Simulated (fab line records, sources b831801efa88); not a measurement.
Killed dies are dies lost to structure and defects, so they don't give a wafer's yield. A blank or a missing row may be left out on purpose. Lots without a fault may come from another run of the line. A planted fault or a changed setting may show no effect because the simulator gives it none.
One fault seen from 2 desks | flow sfq_line | each desk has only its own numbers; what lay behind them comes last

THE METROLOGY DESK
What the gauges read, lot by lot, whatever tool the lot ran on: means of the sampled wafers that have a number. A lot is out of limits, marked OUT, if its mean lies more than 4 standard deviations from the usual mean; the brackets give that distance.
Columns: A = R5_MONX_RS at SFQ_R5_RS_MEAS_933, usual 7.07 ohm/sq; B = M8_OVL at SFQ_M8_OVL_MEAS_948, usual 2 nm
lot  | first seen here | A    | B
L578 | day 57 07:40    | 7.02 | 0
L580 | day 60 00:35    | 7.07 | -4
L581 | day 60 05:19    | 7.03 | -2
L582 | day 60 05:22    | 7.13 | -1
L583 | day 60 09:50    | 7.12 | 261 (+49) OUT
L584 | day 60 15:47    | 7.15 | 266 (+50) OUT
L585 | day 61 22:29    | 7.08 | 266 (+50) OUT
L586 | day 62 01:31    | 6.99 | 3
L591 | day 67 01:26    | 7.05 | 12
L592 | day 67 02:40    | 7.10 | 3
L594 | day 67 07:30    | 7.09 | 1
L597 | day 67 20:28    | 7.02 | 5
L598 | day 67 20:38    | 7.14 | -2
L599 | day 67 23:26    | 7.08 | 9
L600 | day 68 02:38    | 7.18 | 5
This desk's finding: out of limits on L583, L584, L585; first on L583, day 89 18:32 (M8_OVL at SFQ_M8_OVL_MEAS_948). In limits: L578, L580, L581, L582, L586, L591, L592, L594, L597, L598, L599, L600.

THE TOOL OWNER'S DESK: krf_scanner-02
The tool's own readings at SFQ_TRILAYER_M8_LITHO_EXPOSE_194 (exposes mask M8, target cd 2000 nm): means of the sampled wafers that have a number, for each lot that ran on this tool. A lot is out of limits, marked OUT, if its mean lies more than 4 standard deviations from the usual mean; the brackets give that distance.
Columns: A = reticle_temp_C at SFQ_TRILAYER_M8_LITHO_EXPOSE_194, usual 23.02 C
lot  | first seen here | A
L581 | day 89 06:50    | 22.77
L582 | day 89 11:02    | 23.10
L583 | day 89 17:02    | 23.10
L584 | day 89 19:26    | 22.89
L585 | day 89 21:50    | 22.91
This desk's finding: nothing out of limits on any of the 5 lots.

PUT TOGETHER
The metrology desk could have raised an alarm at day 89 18:32, on L583, L584, L585.
The tool owner's desk saw nothing out of limits.
The tool owner's desk has L583, L584, L585 on record, within its limits.
Of the lots named, all ran SFQ_TRILAYER_M8_LITHO_EXPOSE_194 on krf_scanner-02.

WHAT THE SIMULATOR HAD PUT IN
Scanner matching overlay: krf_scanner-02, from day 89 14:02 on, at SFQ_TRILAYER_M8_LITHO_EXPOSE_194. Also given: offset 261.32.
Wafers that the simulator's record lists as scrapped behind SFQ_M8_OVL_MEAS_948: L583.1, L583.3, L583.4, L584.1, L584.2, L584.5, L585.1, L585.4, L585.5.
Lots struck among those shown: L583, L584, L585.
Hours from the fault's start to each desk's first reading out of limits: the metrology desk, 4.
